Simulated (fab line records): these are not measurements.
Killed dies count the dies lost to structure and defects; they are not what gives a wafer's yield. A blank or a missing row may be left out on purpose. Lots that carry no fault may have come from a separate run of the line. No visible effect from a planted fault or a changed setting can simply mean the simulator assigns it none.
A sampling plan put to the test | flow sky130 | each of the 49 faults these records tell of, on one fab line, judged from the records of the lots it struck
The plan consists of the line's own looks: route steps at which the wafer is read by a gauge or an inspection but not changed. Where struck wafers have a number at a look and the file lists that look's usual mean and standard deviation on fault-free wafers, the look can be judged. Caught: a look later than the fault's first step finds the struck wafers' mean 4 or more of those standard deviations (sigma) from the usual mean. On the tool: the identical test, applied to the tool's own readings at the steps of the fault. A different recipe on the struck wafers counts as caught too, as does a record blank only for those wafers.

== THE FAULTS, as the simulator had put them in ==
1. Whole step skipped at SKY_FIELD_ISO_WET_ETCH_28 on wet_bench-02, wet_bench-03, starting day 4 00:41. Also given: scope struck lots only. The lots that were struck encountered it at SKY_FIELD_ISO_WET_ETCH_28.
2. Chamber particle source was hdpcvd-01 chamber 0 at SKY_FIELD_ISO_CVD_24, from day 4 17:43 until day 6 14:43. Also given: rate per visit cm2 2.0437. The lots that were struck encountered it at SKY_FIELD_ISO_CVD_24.
3. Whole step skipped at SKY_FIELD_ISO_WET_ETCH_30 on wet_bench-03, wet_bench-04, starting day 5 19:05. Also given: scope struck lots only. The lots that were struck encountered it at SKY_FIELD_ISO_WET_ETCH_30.
4. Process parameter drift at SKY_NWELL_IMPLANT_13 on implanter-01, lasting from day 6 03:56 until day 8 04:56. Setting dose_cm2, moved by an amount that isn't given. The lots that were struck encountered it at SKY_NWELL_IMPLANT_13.
5. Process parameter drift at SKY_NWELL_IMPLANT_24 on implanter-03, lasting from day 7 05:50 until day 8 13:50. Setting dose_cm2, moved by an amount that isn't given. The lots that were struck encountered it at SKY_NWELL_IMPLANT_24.
6. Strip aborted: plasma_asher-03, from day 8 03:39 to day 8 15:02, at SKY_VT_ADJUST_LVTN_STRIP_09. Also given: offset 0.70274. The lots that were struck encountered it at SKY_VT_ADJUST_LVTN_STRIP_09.
7. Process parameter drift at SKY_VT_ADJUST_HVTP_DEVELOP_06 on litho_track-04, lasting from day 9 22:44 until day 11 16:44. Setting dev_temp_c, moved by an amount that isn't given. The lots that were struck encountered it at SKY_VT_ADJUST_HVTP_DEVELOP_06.
8. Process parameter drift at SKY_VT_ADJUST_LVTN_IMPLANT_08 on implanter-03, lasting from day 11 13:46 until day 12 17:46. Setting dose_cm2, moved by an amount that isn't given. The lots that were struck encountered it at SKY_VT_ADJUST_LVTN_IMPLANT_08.
9. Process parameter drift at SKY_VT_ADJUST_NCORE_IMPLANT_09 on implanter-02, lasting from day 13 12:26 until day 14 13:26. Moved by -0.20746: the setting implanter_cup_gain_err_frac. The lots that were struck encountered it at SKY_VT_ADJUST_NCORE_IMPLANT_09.
10. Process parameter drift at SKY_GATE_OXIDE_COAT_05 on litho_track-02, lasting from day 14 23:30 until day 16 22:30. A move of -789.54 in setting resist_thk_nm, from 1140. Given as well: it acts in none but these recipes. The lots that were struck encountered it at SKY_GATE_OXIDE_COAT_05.
11. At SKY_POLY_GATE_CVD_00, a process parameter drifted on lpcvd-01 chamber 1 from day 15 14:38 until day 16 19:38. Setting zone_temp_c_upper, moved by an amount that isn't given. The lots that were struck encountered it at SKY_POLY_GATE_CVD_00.
12. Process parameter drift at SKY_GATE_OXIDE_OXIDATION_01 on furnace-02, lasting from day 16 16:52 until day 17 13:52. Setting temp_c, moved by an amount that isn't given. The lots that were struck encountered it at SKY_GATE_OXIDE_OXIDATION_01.
13. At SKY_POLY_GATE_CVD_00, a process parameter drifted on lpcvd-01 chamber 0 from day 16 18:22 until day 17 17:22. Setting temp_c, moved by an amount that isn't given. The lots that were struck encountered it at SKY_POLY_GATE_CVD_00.
14. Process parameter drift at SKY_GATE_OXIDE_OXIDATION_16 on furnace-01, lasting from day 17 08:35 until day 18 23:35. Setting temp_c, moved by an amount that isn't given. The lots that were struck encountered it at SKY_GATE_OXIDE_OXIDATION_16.
15. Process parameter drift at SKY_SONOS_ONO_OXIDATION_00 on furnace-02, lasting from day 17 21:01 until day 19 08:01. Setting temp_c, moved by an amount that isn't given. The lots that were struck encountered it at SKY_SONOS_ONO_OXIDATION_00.
16. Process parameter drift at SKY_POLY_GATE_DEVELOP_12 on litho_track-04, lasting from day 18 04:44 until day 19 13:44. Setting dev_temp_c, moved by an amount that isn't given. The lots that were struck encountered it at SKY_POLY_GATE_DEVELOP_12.
17. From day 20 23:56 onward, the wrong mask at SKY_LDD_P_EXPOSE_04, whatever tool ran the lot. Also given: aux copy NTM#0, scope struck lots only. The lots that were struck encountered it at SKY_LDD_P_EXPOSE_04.
18. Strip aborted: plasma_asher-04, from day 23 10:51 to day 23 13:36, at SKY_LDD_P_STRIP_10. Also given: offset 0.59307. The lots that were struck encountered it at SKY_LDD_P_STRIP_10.
19. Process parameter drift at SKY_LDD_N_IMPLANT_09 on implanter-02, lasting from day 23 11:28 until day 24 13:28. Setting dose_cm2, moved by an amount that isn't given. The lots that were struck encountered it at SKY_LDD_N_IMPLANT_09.
20. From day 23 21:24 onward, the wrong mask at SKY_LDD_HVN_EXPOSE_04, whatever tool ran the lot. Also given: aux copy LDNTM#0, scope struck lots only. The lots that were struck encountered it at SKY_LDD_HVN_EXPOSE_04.
21. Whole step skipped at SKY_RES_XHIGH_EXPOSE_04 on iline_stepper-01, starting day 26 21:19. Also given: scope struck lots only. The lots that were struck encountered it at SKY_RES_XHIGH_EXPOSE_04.
22. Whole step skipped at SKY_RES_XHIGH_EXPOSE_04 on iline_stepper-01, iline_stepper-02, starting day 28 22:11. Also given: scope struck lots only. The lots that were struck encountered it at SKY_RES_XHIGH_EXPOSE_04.
23. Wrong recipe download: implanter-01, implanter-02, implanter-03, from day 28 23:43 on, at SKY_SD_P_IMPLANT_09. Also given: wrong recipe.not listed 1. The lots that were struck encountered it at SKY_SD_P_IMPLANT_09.
24. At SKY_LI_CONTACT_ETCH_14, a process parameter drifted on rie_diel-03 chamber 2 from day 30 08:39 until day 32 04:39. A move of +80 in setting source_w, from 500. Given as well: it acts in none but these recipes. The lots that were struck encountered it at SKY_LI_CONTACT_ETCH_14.
25. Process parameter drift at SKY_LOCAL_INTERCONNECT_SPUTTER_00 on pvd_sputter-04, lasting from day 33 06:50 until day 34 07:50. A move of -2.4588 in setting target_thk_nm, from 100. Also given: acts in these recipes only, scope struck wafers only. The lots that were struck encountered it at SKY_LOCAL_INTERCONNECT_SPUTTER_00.
26. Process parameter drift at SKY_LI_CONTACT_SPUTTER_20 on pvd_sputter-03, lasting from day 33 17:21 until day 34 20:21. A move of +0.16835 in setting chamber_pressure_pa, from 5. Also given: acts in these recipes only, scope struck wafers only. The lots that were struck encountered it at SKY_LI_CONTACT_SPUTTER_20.
27. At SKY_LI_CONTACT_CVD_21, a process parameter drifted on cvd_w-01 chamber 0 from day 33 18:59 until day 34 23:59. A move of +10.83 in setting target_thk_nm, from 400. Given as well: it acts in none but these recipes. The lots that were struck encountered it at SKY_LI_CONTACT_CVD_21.
28. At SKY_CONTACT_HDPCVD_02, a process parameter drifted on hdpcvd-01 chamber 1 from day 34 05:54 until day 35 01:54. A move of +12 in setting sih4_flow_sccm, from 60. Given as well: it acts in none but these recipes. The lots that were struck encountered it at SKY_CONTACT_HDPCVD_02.
29. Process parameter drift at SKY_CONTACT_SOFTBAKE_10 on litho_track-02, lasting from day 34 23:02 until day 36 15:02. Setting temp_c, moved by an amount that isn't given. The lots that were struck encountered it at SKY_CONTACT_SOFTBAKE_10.
30. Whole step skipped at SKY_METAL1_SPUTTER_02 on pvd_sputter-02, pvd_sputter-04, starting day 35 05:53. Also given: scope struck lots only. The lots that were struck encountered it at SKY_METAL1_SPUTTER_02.
31. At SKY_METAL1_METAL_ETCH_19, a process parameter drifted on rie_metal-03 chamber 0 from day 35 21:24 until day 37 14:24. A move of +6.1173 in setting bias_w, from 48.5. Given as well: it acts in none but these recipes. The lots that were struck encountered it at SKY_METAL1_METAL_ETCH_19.
32. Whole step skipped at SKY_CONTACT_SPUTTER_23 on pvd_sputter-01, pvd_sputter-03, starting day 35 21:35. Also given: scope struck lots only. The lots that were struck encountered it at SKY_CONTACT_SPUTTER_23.
33. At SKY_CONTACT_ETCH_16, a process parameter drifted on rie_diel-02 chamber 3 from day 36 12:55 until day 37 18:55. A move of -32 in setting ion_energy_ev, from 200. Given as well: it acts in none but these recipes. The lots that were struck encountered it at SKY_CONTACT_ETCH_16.
34. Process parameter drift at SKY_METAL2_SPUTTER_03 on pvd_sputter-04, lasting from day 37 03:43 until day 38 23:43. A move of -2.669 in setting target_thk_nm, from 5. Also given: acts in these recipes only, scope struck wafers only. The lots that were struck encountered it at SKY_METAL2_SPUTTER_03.
35. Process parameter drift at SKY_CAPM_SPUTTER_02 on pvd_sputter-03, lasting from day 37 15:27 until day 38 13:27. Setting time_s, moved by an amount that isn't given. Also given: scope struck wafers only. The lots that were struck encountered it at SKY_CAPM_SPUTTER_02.
36. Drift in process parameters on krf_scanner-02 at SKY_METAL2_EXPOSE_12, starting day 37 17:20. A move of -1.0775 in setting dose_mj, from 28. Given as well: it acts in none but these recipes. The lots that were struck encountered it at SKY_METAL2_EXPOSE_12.
37. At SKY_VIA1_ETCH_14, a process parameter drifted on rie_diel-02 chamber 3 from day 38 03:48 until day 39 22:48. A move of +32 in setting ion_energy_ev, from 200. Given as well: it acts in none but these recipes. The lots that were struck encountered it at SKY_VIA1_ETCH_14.
38. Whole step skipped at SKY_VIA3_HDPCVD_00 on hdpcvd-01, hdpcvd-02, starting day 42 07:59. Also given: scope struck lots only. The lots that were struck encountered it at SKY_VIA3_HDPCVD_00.
39. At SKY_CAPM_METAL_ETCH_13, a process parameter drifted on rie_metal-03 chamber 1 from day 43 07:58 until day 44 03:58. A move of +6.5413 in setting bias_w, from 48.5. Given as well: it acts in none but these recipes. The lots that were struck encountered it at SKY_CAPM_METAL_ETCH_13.
40. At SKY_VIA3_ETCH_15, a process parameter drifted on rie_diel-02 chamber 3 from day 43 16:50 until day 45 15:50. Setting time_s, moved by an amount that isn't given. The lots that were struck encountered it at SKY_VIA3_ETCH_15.
41. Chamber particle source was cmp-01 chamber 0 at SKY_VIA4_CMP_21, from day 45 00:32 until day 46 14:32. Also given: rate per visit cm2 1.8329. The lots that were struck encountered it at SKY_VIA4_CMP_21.
42. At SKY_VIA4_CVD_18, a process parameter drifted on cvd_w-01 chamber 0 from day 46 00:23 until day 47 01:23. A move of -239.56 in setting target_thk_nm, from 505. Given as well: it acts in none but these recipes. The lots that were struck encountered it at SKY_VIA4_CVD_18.
43. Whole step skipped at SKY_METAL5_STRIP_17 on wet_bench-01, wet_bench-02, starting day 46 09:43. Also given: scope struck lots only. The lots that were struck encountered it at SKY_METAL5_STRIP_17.
44. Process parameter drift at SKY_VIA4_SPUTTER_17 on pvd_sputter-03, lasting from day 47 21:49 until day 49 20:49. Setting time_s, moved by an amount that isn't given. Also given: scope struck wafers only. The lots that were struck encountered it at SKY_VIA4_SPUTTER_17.
45. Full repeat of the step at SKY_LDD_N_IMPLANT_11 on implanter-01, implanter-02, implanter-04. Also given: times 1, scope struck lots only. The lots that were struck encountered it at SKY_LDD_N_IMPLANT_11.
46. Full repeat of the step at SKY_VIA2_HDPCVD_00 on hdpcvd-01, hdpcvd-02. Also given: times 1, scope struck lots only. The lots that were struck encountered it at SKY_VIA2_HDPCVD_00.
47. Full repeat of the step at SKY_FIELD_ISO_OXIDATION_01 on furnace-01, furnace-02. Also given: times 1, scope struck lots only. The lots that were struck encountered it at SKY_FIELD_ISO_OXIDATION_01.
48. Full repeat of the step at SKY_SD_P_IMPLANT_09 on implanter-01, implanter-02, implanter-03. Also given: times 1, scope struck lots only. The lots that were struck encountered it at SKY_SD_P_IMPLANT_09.
49. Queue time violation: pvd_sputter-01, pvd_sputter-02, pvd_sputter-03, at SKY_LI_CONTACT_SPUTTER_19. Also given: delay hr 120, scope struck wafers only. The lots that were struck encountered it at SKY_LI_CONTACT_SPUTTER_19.

== WHAT THE PLAN SAW ==
fault | on the tool itself                               | first look that catches it                   | reading, sigma                                                      | median hours from its first step to that look | hours from the fault's start to the first struck lot there | judged looks passed uncaught
1     | the tool's record is blank for the struck wafers | no look after it can be judged               | -                                                                   | -                                             | -                                                          | 0
2     | no reading that can be judged                    | not the one look that can be judged after it | -                                                                   | -                                             | -                                                          | 1
3     | no reading that can be judged                    | no look after it can be judged               | -                                                                   | -                                             | -                                                          | 0
4     | dose_ions_cm2 -99 or beyond sigma                | SKY_NWELL_RS_MEAS_29                         | NWELL_RS +10                                                        | 20.5                                          | 27                                                         | 0
5     | dose_ions_cm2 +99 or beyond sigma                | SKY_NWELL_TW_MEAS_26                         | NWELL_2_TW +4.4                                                     | 0.2                                           | 1                                                          | 0
6     | oes_product_au +46 sigma                         | SKY_VT_ADJUST_LVTN_TW_MEAS_21                | VT_ADJUST_LVTN_2_TW -53                                             | 22.3                                          | 34                                                         | 0
7     | developer_temp_C +24 sigma                       | not the one look that can be judged after it | strongest: cd_nm at SKY_VT_ADJUST_HVTP_CD_MEAS_07, -2.3             | -                                             | -                                                          | 1
8     | dose_ions_cm2 +99 or beyond sigma                | not the one look that can be judged after it | strongest: VT_ADJUST_LVTN_TW at SKY_VT_ADJUST_LVTN_TW_MEAS_10, +3.8 | -                                             | -                                                          | 1
9     | beam_on_s +12 sigma                              | SKY_VT_ADJUST_NCORE_TW_MEAS_11               | VT_ADJUST_NCORE_TW +7.0                                             | 0.2                                           | 12                                                         | 0
10    | under 2 sigma                                    | no look after it can be judged               | -                                                                   | -                                             | -                                                          | 0
11    | spike_tc_upper_C -39 sigma                       | SKY_POLY_GATE_THK_MEAS_01                    | POLY_GATE_CVD_00_THK -25                                            | 1.2                                           | 7                                                          | 0
12    | tube_center_temp_C -99 or beyond sigma           | SKY_GATE_OXIDE_THK_MEAS_02                   | GATE_OXIDE_OXIDATION_00_THK -14                                     | 1.4                                           | 4                                                          | 0
13    | spike_tc_lower_C -7.9 sigma                      | SKY_POLY_GATE_THK_MEAS_01                    | POLY_GATE_CVD_00_THK -16                                            | 1.2                                           | 2                                                          | 0
14    | tube_center_temp_C -99 or beyond sigma           | no look after it can be judged               | -                                                                   | -                                             | -                                                          | 0
15    | spike_tc_centre_C +9.4 sigma                     | SKY_SONOS_ONO_THK_MEAS_01                    | SONOS_ONO_OXIDATION_THK +7.5                                        | 1.4                                           | 10                                                         | 0
16    | developer_temp_C -19 sigma                       | not the one look that can be judged after it | -                                                                   | -                                             | -                                                          | 1
17    | under 2 sigma                                    | SKY_LDD_P_TW_MEAS_11                         | LDD_P_TW -62                                                        | 16.3                                          | 27                                                         | 0
18    | oes_product_au +53 sigma                         | SKY_LDD_HVN_TW_MEAS_10                       | LDD_HVN_TW -99 or beyond                                            | 30.1                                          | 33                                                         | 0
19    | dose_ions_cm2 -99 or beyond sigma                | no look after it can be judged               | -                                                                   | -                                             | -                                                          | 0
20    | under 2 sigma                                    | SKY_LDD_HVN_TW_MEAS_10                       | LDD_HVN_TW -99 or beyond                                            | 15.1                                          | 16                                                         | 0
21    | no reading that can be judged                    | SKY_RES_XHIGH_TW_MEAS_09                     | RES_XHIGH_TW -99 or beyond                                          | 14.5                                          | 19                                                         | 0
22    | no reading that can be judged                    | SKY_RES_XHIGH_TW_MEAS_09                     | RES_XHIGH_TW -99 or beyond                                          | 14.3                                          | 15                                                         | 0
23    | no reading that can be judged                    | SKY_SD_P_TW_MEAS_11                          | SD_P_TW -31                                                         | 0.2                                           | 10                                                         | 0
24    | rf_fwd_power_W +45 sigma                         | no look after it can be judged               | -                                                                   | -                                             | -                                                          | 0
25    | under 2 sigma                                    | SKY_LOCAL_INTERCONNECT_RS_MEAS_01            | LOCAL_INTERCONNECT_TIN_RS +4.0                                      | 0.1                                           | 7                                                          | 0
26    | chamber_pressure_pa +16 sigma                    | no look after it can be judged               | -                                                                   | -                                             | -                                                          | 0
27    | under 2 sigma                                    | not the one look that can be judged after it | strongest: LI_CONTACT_W_RS at SKY_LI_CONTACT_RS_MEAS_22, -2.8       | -                                             | -                                                          | 1
28    | sih4_flow_sccm +62 sigma                         | SKY_CONTACT_THK_MEAS_03                      | CONTACT_HDPCVD_THK +19                                              | 0.1                                           | 5                                                          | 0
29    | plate_temp_C +86 sigma                           | SKY_CONTACT_CD_MEAS_14                       | cd_nm +4.7                                                          | 13.2                                          | 21                                                         | 0
30    | the tool's record is blank for the struck wafers | SKY_METAL1_RS_MEAS_05                        | METAL1_ALCU_RS +99 or beyond                                        | 0.1                                           | 1                                                          | 0
31    | bias_w +40 sigma                                 | not the one look that can be judged after it | -                                                                   | -                                             | -                                                          | 1
32    | the tool's record is blank for the struck wafers | no look after it can be judged               | -                                                                   | -                                             | -                                                          | 0
33    | under 2 sigma                                    | no look after it can be judged               | -                                                                   | -                                             | -                                                          | 0
34    | under 2 sigma                                    | no look after it can be judged               | -                                                                   | -                                             | -                                                          | 0
35    | under 2 sigma                                    | not the one look that can be judged after it | strongest: CAPM_TIN_RS at SKY_CAPM_RS_MEAS_03, -3.4                 | -                                             | -                                                          | 1
36    | exposure_dose_mJ_cm2 -34 sigma                   | SKY_METAL2_CD_MEAS_15                        | cd_nm +4.3                                                          | 12.1                                          | 22                                                         | 0
37    | under 2 sigma                                    | no look after it can be judged               | -                                                                   | -                                             | -                                                          | 0
38    | the tool's record is blank for the struck wafers | no look after it can be judged               | -                                                                   | -                                             | -                                                          | 0
39    | bias_w +46 sigma                                 | no look after it can be judged               | -                                                                   | -                                             | -                                                          | 0
40    | run_length_s -25 sigma                           | not the one look that can be judged after it | -                                                                   | -                                             | -                                                          | 1
41    | under 2 sigma                                    | not the one look that can be judged after it | strongest: METAL5_ALCU_RS at SKY_METAL5_RS_MEAS_05, +2.0            | -                                             | -                                                          | 1
42    | under 2 sigma                                    | SKY_VIA4_RS_MEAS_19                          | VIA4_W_RS +82                                                       | 0.2                                           | 5                                                          | 0
43    | the tool's record is blank for the struck wafers | no look after it can be judged               | -                                                                   | -                                             | -                                                          | 0
44    | under 2 sigma                                    | no look after it can be judged               | -                                                                   | -                                             | -                                                          | 0
45    | no reading that can be judged                    | not the one look that can be judged after it | strongest: LDD_N_TW at SKY_LDD_N_TW_MEAS_17, +2.8                   | -                                             | -                                                          | 1
46    | under 2 sigma                                    | SKY_VIA2_THK_MEAS_01                         | VIA2_HDPCVD_THK +99 or beyond                                       | 0.4                                           | -                                                          | 0
47    | under 2 sigma                                    | SKY_FIELD_ISO_THK_MEAS_02                    | FIELD_ISO_OXIDATION_00_THK +36                                      | 3.7                                           | -                                                          | 0
48    | under 2 sigma                                    | SKY_SD_P_TW_MEAS_11                          | SD_P_TW +13                                                         | 0.6                                           | -                                                          | 0
49    | under 2 sigma                                    | no look after it can be judged               | -                                                                   | -                                             | -                                                          | 0
Dash: fault not caught, or number not given in these records.

Caught at a look: 23 of 49. Caught on the tool: 27 of 49. By one or the other: 37 of 49.
Caught on the tool alone: faults 1, 7, 8, 14, 16, 19, 24, 26, 31, 32, 38, 39, 40, 43.
Caught at a look alone: faults 17, 20, 21, 22, 23, 25, 42, 46, 47, 48.
Caught by neither: faults 2, 3, 10, 27, 33, 34, 35, 37, 41, 44, 45, 49.

== THINNER SAMPLING ==
In the worst case, this is how late the first struck lot would be measured if the look that catches a fault measured only every second or every third lot, by lot number:
fault | struck lots at that look, in order of time | every lot | every second lot | every third lot
4     | L509, L512                                 | 27 h      | 47 h             | may miss all 2
5     | L167, L169, L170                           | 1 h       | 21 h             | may miss all 3
6     | L926                                       | 34 h      | may miss it      | may miss it
9     | L303, L305                                 | 12 h      | may miss all 2   | may miss all 2
11    | L110, L111, L112                           | 7 h       | 11 h             | 28 h
12    | L853, L854                                 | 4 h       | 11 h             | may miss all 2
13    | L298, L299                                 | 2 h       | 9 h              | may miss all 2
15    | L725, L726                                 | 10 h      | 10 h             | may miss all 2
17    | L103                                       | 27 h      | may miss it      | may miss it
18    | L310                                       | 33 h      | may miss it      | may miss it
20    | L433                                       | 16 h      | may miss it      | may miss it
21    | L857, L858, L859                           | 19 h      | 32 h             | 41 h
22    | L554, L555, L556                           | 15 h      | 20 h             | 39 h
23    | L414, L415, L416, L417                     | 10 h      | 12 h             | 19 h
25    | L684                                       | 7 h       | may miss it      | may miss it
28    | L737, L738                                 | 5 h       | 11 h             | may miss all 2
29    | L567, L568                                 | 21 h      | 23 h             | may miss all 2
30    | L672, L673, L674                           | 1 h       | 10 h             | 15 h
36    | L657, L658, L659, L660                     | 22 h      | 31 h             | 35 h
42    | L494, L496                                 | 5 h       | may miss all 2   | may miss all 2
Hours count from the start of the fault until the first struck lot that is measured. 4 sigma limit: tested on the pooled struck wafers, so a lone lot may be under it. Other struck lots may not be in these records.

== THE LONGEST TIMED WAY FROM STEP TO LOOK ==
Fault 18: the median time between SKY_LDD_P_STRIP_10 and SKY_LDD_HVN_TW_MEAS_10 is 30.1 hours. No look between them can be judged.
